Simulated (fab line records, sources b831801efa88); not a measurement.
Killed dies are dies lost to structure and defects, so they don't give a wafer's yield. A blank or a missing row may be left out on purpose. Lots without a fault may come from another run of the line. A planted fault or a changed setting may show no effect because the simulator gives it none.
Chamber matching | flow sky130 | SKY_VIA3_ETCH_14 on rie_diel-01: 4 sister chambers
The step etches BARC in N2/H2, stops on SiO2, time 45.9 s, target depth 60 nm. 14 wafers are shown with their chamber, then 7 later ones without.

WAFERS WITH THEIR CHAMBER
wafer  | chamber | drypump_motor_current_A (A) | oes_product_au (a.u.) | throttle_valve_pct (%)
L743.3 | 1       | 6.0                         | 0.854                 | 13.226
L743.4 | 2       | 6.2                         | 0.850                 | 13.218
L743.6 | 3       | 5.3                         | 0.849                 | 13.228
L744.2 | 3       | 5.3                         | 0.847                 | 13.232
L744.5 | 2       | 6.3                         | 0.857                 | 13.239
L744.6 | 3       | 5.3                         | 0.862                 | 13.223
L749.1 | 3       | 5.3                         | 0.860                 | 13.224
L749.4 | 0       | 5.9                         | 0.851                 | 13.227
L749.6 | 1       | 6.1                         | 0.846                 | 13.219
L752.2 | 3       | 5.3                         | 0.853                 | 13.204
L752.3 | 1       | 6.1                         | 0.857                 | 13.237
L752.4 | 0       | 5.9                         | 0.851                 | 13.221
L759.2 | 0       | 5.9                         | 0.852                 | 13.225
L759.3 | 2       | 6.3                         | 0.859                 | 13.214

SIGNATURES (means of the wafers above)
reading                 | chamber 0 | chamber 1 | chamber 2 | chamber 3 | scatter within a chamber
drypump_motor_current_A | 5.900     | 6.067     | 6.267     | 5.300     | 0.0365
oes_product_au          | 0.85133   | 0.85233   | 0.85533   | 0.85420   | 0.00534
throttle_valve_pct      | 13.22433  | 13.22733  | 13.22367  | 13.22220  | 0.01
Rule: a wafer's distance from a chamber is the root of the sum, over the readings, of the square of ((its reading less the chamber's mean) divided by the reading's scatter). The wafer belongs to the nearest chamber; if the next one is less than 2 further off, it can't be placed. The scatter: the root of (the sum of the squares of (reading less its chamber's mean) over the shown wafers, divided by (wafers less chambers)).

WAFERS WITHOUT THEIR CHAMBER
wafer  | drypump_motor_current_A (A) | oes_product_au (a.u.) | throttle_valve_pct (%)
L759.5 | 5.9                         | 0.855                 | 13.233
L764.1 | 5.9                         | 0.850                 | 13.221
L764.2 | 6.2                         | 0.847                 | 13.225
L764.5 | 6.2                         | 0.850                 | 13.233
L763.1 | 6.3                         | 0.861                 | 13.221
L763.2 | 6.1                         | 0.849                 | 13.218
L763.4 | 6.2                         | 0.855                 | 13.243

WHICH CHAMBER EACH WENT THROUGH
wafer  | from the rows above     | in truth
L759.5 | 0                       | 0
L764.1 | 0                       | 0
L764.2 | can't be placed: 2 or 1 | 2
L764.5 | can't be placed: 2 or 1 | 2
L763.1 | 2                       | 2
L763.2 | 1                       | 1
L763.4 | can't be placed: 2 or 1 | 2
Placed correctly: 4 of 7. Can't be placed from these rows: 3 (the true chamber is among the candidates in 3). Placed wrongly: 0.
